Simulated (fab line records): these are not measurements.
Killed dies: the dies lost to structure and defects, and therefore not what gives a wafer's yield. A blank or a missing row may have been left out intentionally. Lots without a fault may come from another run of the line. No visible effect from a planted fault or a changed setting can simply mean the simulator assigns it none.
fab line records -- flow gf180mcu
record: lots: 12, wafers: 36, lastDay: 34
route steps=602 shown M1@330 V1@339
lots that met no fault: taken from a fault-free run of the same line
startH: start of the lot's first displayed wafer, in hours after the record's first day -- waitH: hours elapsed since this lot's preceding step -- " same as the row above -- L1.1+2: a row that stands for several wafers -- - value missing, or start not given -- * or withheld: withheld -- < > ~ a bound
route shown NAME@n: names a module that has steps shown in the file, with the first one's number in the route -- usual: average and standard deviation across the fault-free wafers -- same: alike in all rows -- chamber/n: place in a boat -- sites: each site's reading -- _std_site: how widely they spread, as a standard deviation -- _edge_site: the outer-site mean with the inner-site mean subtracted -- radiusMm: for every site, how far away it sits from the centre of the wafer -- mask NAME#n: copy n -- behind: tool/chamber where the wafer was last shaped -- hold: why the lot went on hold/how many hours it stayed there/how the hold came to an end -- device: whichever transistor did not switch (one of n, p or np) -- end of line: tests of these same wafers at the route's end -- a step given without rows: its recipe and nothing more -- killed: the dies lost at the first sort to structure and to defects; this is not the yield of the wafer -- map: dies across one wafer; x = killed, . = not, _ = none there
set.NAME: the setting as run; set.NAME@STEP: as run at that earlier step -- model.NAME: the simulator's own value behind a step, which no gauge read
the route's steps for a sample of lots (tables are steps, rows are wafers)
services: a tool's chamber out of use, with start hour (startH, from the record's first day; less than 0 if before it), hours out, and reason
== steps ==
step: GF_M1_OVL_MEAS_15
usual: M1_OVL: 4/5
lot.wafer,tool,chamber,startH,waitH,M1_OVL[nm]
L718.3,overlay-02,-,384.04,0.1,3
L718.4,overlay-02,-,384.04,0.1,3
L718.5,overlay-02,-,384.04,0.1,3
L721.2,overlay-01,-,422.46,0.1,5
L721.3,overlay-01,-,422.46,0.1,2
L721.5,overlay-01,-,422.46,0.1,9
L726.3,overlay-02,-,463.12,0.1,-4
L726.5,overlay-02,-,463.12,0.1,1
L726.6,overlay-02,-,463.12,0.1,5
L727.2,overlay-02,-,471.93,0.1,-4
L727.3,overlay-02,-,471.93,0.1,-1
L727.6,overlay-02,-,471.93,0.1,-1
L729.1,overlay-01,-,485.72,0.1,0
L729.2,overlay-01,-,485.72,0.1,7
L729.5,overlay-01,-,485.72,0.1,-1
L730.2,overlay-02,-,494.51,0.1,-7
L730.4,overlay-02,-,494.51,0.1,3
L730.6,overlay-02,-,494.51,0.1,3
L736.1,overlay-02,-,540.95,0.1,6
L736.2,overlay-02,-,540.95,0.1,13
L736.3,overlay-02,-,540.95,0.1,11
L737.2,overlay-01,-,552.61,0.1,4
L737.3,overlay-01,-,552.61,0.1,1
L737.4,overlay-01,-,552.61,0.1,15
L738.3,overlay-01,-,558.00,0.1,9
L738.5,overlay-01,-,558.00,0.1,3
L738.6,overlay-01,-,558.00,0.1,3
L739.2,overlay-01,-,569.91,0.1,-2
L739.4,overlay-01,-,569.91,0.1,0
L739.5,overlay-01,-,569.91,0.1,5
L740.1,overlay-01,-,575.67,0.1,15
L740.4,overlay-01,-,575.67,0.1,2
L740.5,overlay-01,-,575.67,0.1,14
L741.2,overlay-02,-,589.36,0.1,1
L741.3,overlay-02,-,589.36,0.1,5
L741.4,overlay-02,-,589.36,0.1,7
step: GF_V1_CMP_04
recipe: material: SiO2, downForcePsi: 4, platenRpm: 60, padVelocityMS: 0.94248
usual: edgeZonePressureFrac: 0.999/0.0053, motorCurrentA: 12.5/1.1, timeToEndpointS: 84/6.5
lot.wafer,tool,chamber,startH,waitH,edgeZonePressureFrac,motorCurrentA,timeToEndpointS
L718.4,cmp-01,3,385.03,0.1,1.001,12.8,89
L718.3,cmp-01,1,385.03,0.1,0.998,12.9,78
L718.5,cmp-01,3,385.03,0.1,0.994,12.7,86
L721.3,cmp-01,3,423.76,0.0,0.996,13.0,79
L721.2,cmp-01,1,423.76,0.0,1.003,12.6,73
L721.5,cmp-01,3,423.76,0.0,0.997,12.4,84
L726.3,cmp-01,1,464.12,0.1,1.001,12.7,72
L726.6,cmp-01,0,464.12,0.1,0.990,12.3,86
L726.5,cmp-01,1,464.12,0.1,1.004,13.2,79
L727.3,cmp-01,2,472.96,0.1,0.990,10.6,100
L727.2,cmp-01,3,472.96,0.1,1.000,12.7,103
L727.6,cmp-01,2,472.96,0.1,1.001,10.7,105
L729.1,cmp-02,2,487.07,0.4,0.997,15.6,76
L729.2,cmp-02,3,487.07,0.4,1.006,12.3,80
L729.5,cmp-02,3,487.07,0.4,0.999,12.5,85
L730.2,cmp-01,3,495.52,0.1,1.003,12.3,110
L730.4,cmp-01,1,495.52,0.1,1.000,12.6,105
L730.6,cmp-01,2,495.52,0.1,1.004,10.8,111
L736.2,cmp-02,1,544.89,3.0,1.006,12.1,71
L736.1,cmp-02,2,544.89,3.0,0.997,15.8,74
L736.3,cmp-02,0,544.89,3.0,0.998,12.4,75
L737.2,cmp-01,0,553.60,0.0,0.986,12.8,86
L737.3,cmp-01,1,553.60,0.0,0.994,13.3,91
L737.4,cmp-01,2,553.60,0.0,1.001,10.6,89
L738.3,cmp-01,3,559.12,0.0,0.989,12.7,90
L738.5,cmp-01,3,559.12,0.0,0.997,13.2,94
L738.6,cmp-01,0,559.12,0.0,0.995,12.6,93
L739.2,cmp-01,0,570.96,0.1,0.999,12.4,96
L739.4,cmp-01,1,570.96,0.1,1.002,12.6,92
L739.5,cmp-01,2,570.96,0.1,1.004,10.4,104
L740.1,cmp-01,2,576.63,0.1,1.003,10.4,88
L740.4,cmp-01,0,576.63,0.1,1.001,12.9,87
L740.5,cmp-01,2,576.63,0.1,1.003,11.2,87
L741.3,cmp-01,0,590.36,0.1,1.006,12.4,66
L741.2,cmp-01,1,590.36,0.1,1.008,12.8,73
L741.4,cmp-01,2,590.36,0.1,0.997,11.2,80
step: GF_V1_ETCH_17
recipe: chemistry: C4F8/O2/Ar, maskMaterial: KrF, target: SiO2, stopOn: TiN, sourceW: 1500, biasW: 1200, pressureMtorr: 40, c4f8FlowSccm: withheld, O2_flow_sccm: 6, Ar_flow_sccm: 300, timeS: withheld, targetDepthA: 6300
usual: oesProductAu: 0.856/0.0042
lot.wafer,tool,chamber,startH,waitH,oesProductAu
L718.3,rieDiel-04,2,-,-,0.852
L718.4,rieDiel-04,1,-,-,0.860
L718.5,rieDiel-04,3,-,-,0.861
L721.2,rieDiel-04,2,-,-,0.854
L721.3,rieDiel-04,0,-,-,0.853
L721.5,rieDiel-04,3,-,-,0.855
L726.3,rieDiel-01,1,-,-,0.863
L726.5,rieDiel-01,3,-,-,0.859
L726.6,rieDiel-01,2,-,-,0.855
L727.2,rieDiel-04,0,-,-,0.809
L727.3,rieDiel-04,2,-,-,0.813
L727.6,rieDiel-04,1,-,-,0.811
L729.1,rieDiel-04,2,-,-,0.857
L729.2,rieDiel-04,0,-,-,0.854
L729.5,rieDiel-04,0,-,-,0.855
L730.2,rieDiel-04,3,-,-,0.801
L730.4,rieDiel-04,0,-,-,0.809
L730.6,rieDiel-04,1,-,-,0.802
L736.1,rieDiel-04,2,-,-,0.856
L736.2,rieDiel-04,3,-,-,0.848
L736.3,rieDiel-04,0,-,-,0.856
L737.2,rieDiel-04,2,-,-,0.852
L737.3,rieDiel-04,1,-,-,0.865
L737.4,rieDiel-04,0,-,-,0.855
L738.3,rieDiel-01,2,-,-,0.853
L738.5,rieDiel-01,3,-,-,0.856
L738.6,rieDiel-01,2,-,-,0.862
L739.2,rieDiel-02,0,-,-,0.854
L739.4,rieDiel-02,1,-,-,0.865
L739.5,rieDiel-02,0,-,-,0.853
L740.1,rieDiel-02,0,-,-,0.858
L740.4,rieDiel-02,1,-,-,0.856
L740.5,rieDiel-02,3,-,-,0.862
L741.2,rieDiel-02,0,-,-,0.861
L741.3,rieDiel-02,1,-,-,0.853
L741.4,rieDiel-02,3,-,-,0.856
step: GF_V1_SPUTTER_21
recipe: material: Ti, targetThkNm: 15, chamberPressurePa: 5, powerW: 2500, substrateTempC: 200, timeS: 80.02
usual: chamberPressurePa: 4.999/0.011, substrateTempC: 199.99/0.17, throttleValvePct: 30.0/1
lot.wafer,tool,chamber,startH,waitH,chamberPressurePa,substrateTempC,throttleValvePct
L718.3,pvdSputter-01,-,408.92,0.0,5.002,199.91,29.6
L718.4,pvdSputter-01,-,408.92,0.0,4.992,200.21,29.1
L718.5,pvdSputter-01,-,408.92,0.0,4.989,199.78,29.6
L721.2,pvdSputter-03,-,449.51,0.0,5.007,200.13,31.7
L721.3,pvdSputter-03,-,449.51,0.0,5.003,199.65,32.0
L721.5,pvdSputter-03,-,449.51,0.0,5.014,199.72,30.5
L726.3,pvdSputter-03,-,489.06,0.0,4.990,199.90,29.6
L726.5,pvdSputter-03,-,489.06,0.0,5.008,199.95,31.9
L726.6,pvdSputter-03,-,489.06,0.0,5.007,199.93,30.7
L727.2,pvdSputter-04,-,498.21,0.0,4.985,199.95,27.7
L727.3,pvdSputter-04,-,498.21,0.0,4.986,200.19,30.8
L727.6,pvdSputter-04,-,498.21,0.0,4.996,199.87,30.5
L729.1,pvdSputter-03,-,511.81,0.0,4.993,200.21,31.6
L729.2,pvdSputter-03,-,511.81,0.0,4.990,199.89,30.8
L729.5,pvdSputter-03,-,511.81,0.0,4.998,199.96,29.7
L730.2,pvdSputter-03,-,519.55,0.0,4.999,200.26,29.6
L730.4,pvdSputter-03,-,519.55,0.0,5.013,200.10,31.7
L730.6,pvdSputter-03,-,519.55,0.0,4.999,199.86,31.6
L736.1,pvdSputter-01,-,568.20,0.0,4.991,199.74,29.8
L736.2,pvdSputter-01,-,568.20,0.0,5.004,200.17,30.1
L736.3,pvdSputter-01,-,568.20,0.0,5.000,199.89,29.1
L737.2,pvdSputter-03,-,576.70,0.0,5.005,200.01,29.3
L737.3,pvdSputter-03,-,576.70,0.0,4.993,200.16,30.8
L737.4,pvdSputter-03,-,576.70,0.0,4.986,199.59,31.5
L738.3,pvdSputter-03,-,581.84,0.0,5.015,199.73,31.6
L738.5,pvdSputter-03,-,581.84,0.0,4.998,200.10,31.6
L738.6,pvdSputter-03,-,581.84,0.0,5.004,200.00,30.7
L739.2,pvdSputter-04,-,593.71,0.0,4.996,199.97,29.4
L739.4,pvdSputter-04,-,593.71,0.0,5.007,199.75,27.7
L739.5,pvdSputter-04,-,593.71,0.0,5.011,200.19,30.5
L740.1,pvdSputter-04,-,599.27,0.0,4.981,200.14,27.9
L740.4,pvdSputter-04,-,599.27,0.0,4.991,200.09,29.4
L740.5,pvdSputter-04,-,599.27,0.0,4.983,199.73,30.6
L741.2,pvdSputter-01,-,611.69,0.0,4.997,199.80,29.9
L741.3,pvdSputter-01,-,611.69,0.0,4.990,200.37,30.3
L741.4,pvdSputter-01,-,611.69,0.0,5.007,200.06,29.8
step: GF_V1_CVD_23
recipe: material: W, targetThkNm: 350, timeS: 105.05, tempC: 400, pressureTorr: 40
usual: heaterPowerOuterW: 501/64, heaterPowerW: 782/65
lot.wafer,tool,chamber,startH,waitH,heaterPowerOuterW,heaterPowerW
L718.3,cvdW-02,0,409.06,0.1,417,674
L718.4,cvdW-02,1,409.06,0.1,591,838
L718.5,cvdW-02,0,409.06,0.1,422,672
L721.2,cvdW-02,0,449.61,0.0,425,668
L721.3,cvdW-02,1,449.61,0.0,611,866
L721.5,cvdW-02,1,449.61,0.0,610,881
L726.3,cvdW-02,1,489.19,0.1,610,860
L726.5,cvdW-02,0,489.19,0.1,408,671
L726.6,cvdW-02,1,489.19,0.1,577,878
L727.2,cvdW-01,1,498.31,0.0,509,778
L727.3,cvdW-01,1,498.31,0.0,525,773
L727.6,cvdW-01,0,498.31,0.0,465,801
L729.1,cvdW-01,0,511.91,0.0,485,826
L729.2,cvdW-01,1,511.91,0.0,512,804
L729.5,cvdW-01,1,511.91,0.0,512,790
L730.2,cvdW-01,1,519.65,0.0,495,782
L730.4,cvdW-01,0,519.65,0.0,462,791
L730.6,cvdW-01,1,519.65,0.0,510,785
L736.1,cvdW-02,0,568.30,0.0,421,681
L736.2,cvdW-02,1,568.30,0.0,595,875
L736.3,cvdW-02,1,568.30,0.0,588,873
L737.2,cvdW-02,0,576.80,0.0,424,692
L737.3,cvdW-02,0,576.80,0.0,421,682
L737.4,cvdW-02,1,576.80,0.0,623,863
L738.3,cvdW-01,0,581.97,0.1,470,787
L738.5,cvdW-01,1,581.97,0.1,508,776
L738.6,cvdW-01,0,581.97,0.1,478,810
L739.2,cvdW-01,1,593.81,0.0,519,769
L739.4,cvdW-01,1,593.81,0.0,522,769
L739.5,cvdW-01,0,593.81,0.0,472,811
L740.1,cvdW-02,0,599.37,0.0,422,663
L740.4,cvdW-02,0,599.37,0.0,416,686
L740.5,cvdW-02,1,599.37,0.0,606,852
L741.2,cvdW-02,1,611.79,0.0,594,865
L741.3,cvdW-02,1,611.79,0.0,606,893
L741.4,cvdW-02,0,611.79,0.0,425,683
== services ==
tool,chamber,startH,hours,kind
cmp-02,-,363.30,1.1,repair
cvdW-02,-,364.57,6.0,pm
cmp-01,-,364.63,1.0,repair
rieDiel-02,0,376.65,1.6,repair
rieDiel-04,0,381.80,4.5,repair
cvdW-01,-,390.00,14.0,pm
rieDiel-01,0,395.36,3.8,repair
pvdSputter-03,-,396.19,19.5,repair
cmp-01,-,397.95,1.9,repair
cmp-02,-,404.58,4.0,pm
cmp-02,-,408.60,2.0,repair
pvdSputter-03,-,416.49,1.2,repair
cmp-01,-,420.77,2.0,repair
rieDiel-04,1,440.02,12.4,repair
pvdSputter-03,-,442.93,2.7,repair
cmp-01,-,478.25,12.6,pm
rieDiel-04,1,483.07,9.0,repair
cvdW-01,-,489.74,2.1,repair
rieDiel-02,3,493.02,6.4,repair
cvdW-02,0,500.35,4.8,repair
cmp-01,-,572.26,4.0,pm
cvdW-02,-,587.53,2.8,pm
pvdSputter-03,-,592.64,20.9,repair
pvdSputter-04,-,611.37,0.9,repair
== key ==
firstSign: step: GF_V1_CMP_04, reading: timeToEndpointS, direction: up, sigmas: 3.4, usual: *, struck: *
effect: step: GF_V1_ETCH_17, reading: oesProductAu, direction: down, sigmas: 11, usual: 0.856, struck: 0.808
metAt GF_V1_CMP_04
struckLots L727,L730
notActingAt GF_M1_OVL_MEAS_15,GF_V1_SPUTTER_21,GF_V1_CVD_23
onsetBetween 464.12 472.96
fault: kind: processParameterDrift, tool: cmp-01, chamber: -, onsetH: 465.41, steps: GF_V1_CMP_04, channel: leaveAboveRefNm, offset: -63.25, shape: step, endH: 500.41, actsIn: theseRecipesOnly, stated: 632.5
